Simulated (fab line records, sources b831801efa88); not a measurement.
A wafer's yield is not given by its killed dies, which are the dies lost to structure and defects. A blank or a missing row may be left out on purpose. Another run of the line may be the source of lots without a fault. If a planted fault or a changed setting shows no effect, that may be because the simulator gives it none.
A lot that was struck, set against a sound lot + flow sky130 + 14 steps out of a route of 708
Sound: these wafers, L504.3, L504.4, L504.6. The struck wafers were L506.1, L506.2, L506.4. The cause comes at the end.
Per side, at each step with rows, come the tool, then ch with its chambers, and then its first start. Under that, the readings that differ: sound wafers + struck wafers + difference of the means + sigmas: that difference in standard deviations of wafers without a fault.
alike: words and numbers the same on both sides, and readings whose means are apart by under 2 such deviations; not compared: readings that were withheld, readings missing a value for some wafer, numbers with overlapping values and no deviation given by the record, and bounds like >300 which may hide the same value.
The two part at a step that has a row with sigmas, a row that says differs or no value, or rows on one side only. Numbers that have no deviation but don't overlap get no sigmas and don't part them. A reading missing from all wafers of one side parts the sides only when that side holds two or more wafers.

first, 4 steps without rows for these wafers: SKY_LDD_N_IMPLANT_12; SKY_LDD_N_IMPLANT_13; SKY_LDD_N_IMPLANT_14; SKY_LDD_N_IMPLANT_15.
SKY_LDD_N_STRIP_16: strips in O2/N2.
  sound on plasma_asher-04 ch 0,1, day 22 01:36; struck on plasma_asher-03 ch 0,1, day 22 14:56
  alike: drypump_motor_current_A, oes_product_au, strip_time_to_endpoint_s
  not compared: rf_hours_counter_h
SKY_LDD_N_TW_MEAS_17:
  sound on film_metro-04, day 22 01:41; struck on film_metro-04, day 22 15:02
  alike: LDD_N_TW
then, 6 steps without rows for these wafers: SKY_LDD_P_DEHYDRATE_00 (time 60 s); SKY_LDD_P_HMDS_01 (prime time 60 s); SKY_LDD_P_COAT_02 (resist thk 1140 nm); SKY_LDD_P_SOFTBAKE_03 (time 60 s); SKY_LDD_P_EXPOSE_04 (exposes mask PSDM, target cd 380 nm); SKY_LDD_P_PEB_05.
SKY_LDD_P_DEVELOP_06: develop time 60 s.
  struck on litho_track-04, day 23 20:47; sound on litho_track-01 ch 0, day 23 07:53
  no value came back on the struck wafers for chill_plate_temp_C (C), develop_time_s (s); on the sound wafers chill_plate_temp_C (C) reads 23.11 22.93 22.94
SKY_LDD_P_CD_MEAS_07 targets a cd of 380 nm.
  sound on cd_sem-02, day 23 08:02; struck on cd_sem-02, day 23 20:56
| reading    | sound             | struck | difference                    | sigmas |
|------------|-------------------|--------|-------------------------------|--------|
| cd_nm (nm) | 382.5 382.6 382.1 | - - -  | no value on the struck wafers |        |

== WHERE THEY PART ==
Earliest at SKY_LDD_P_DEVELOP_06; latest, in this record, at SKY_LDD_P_CD_MEAS_07.

WHY: whatever the simulator had introduced
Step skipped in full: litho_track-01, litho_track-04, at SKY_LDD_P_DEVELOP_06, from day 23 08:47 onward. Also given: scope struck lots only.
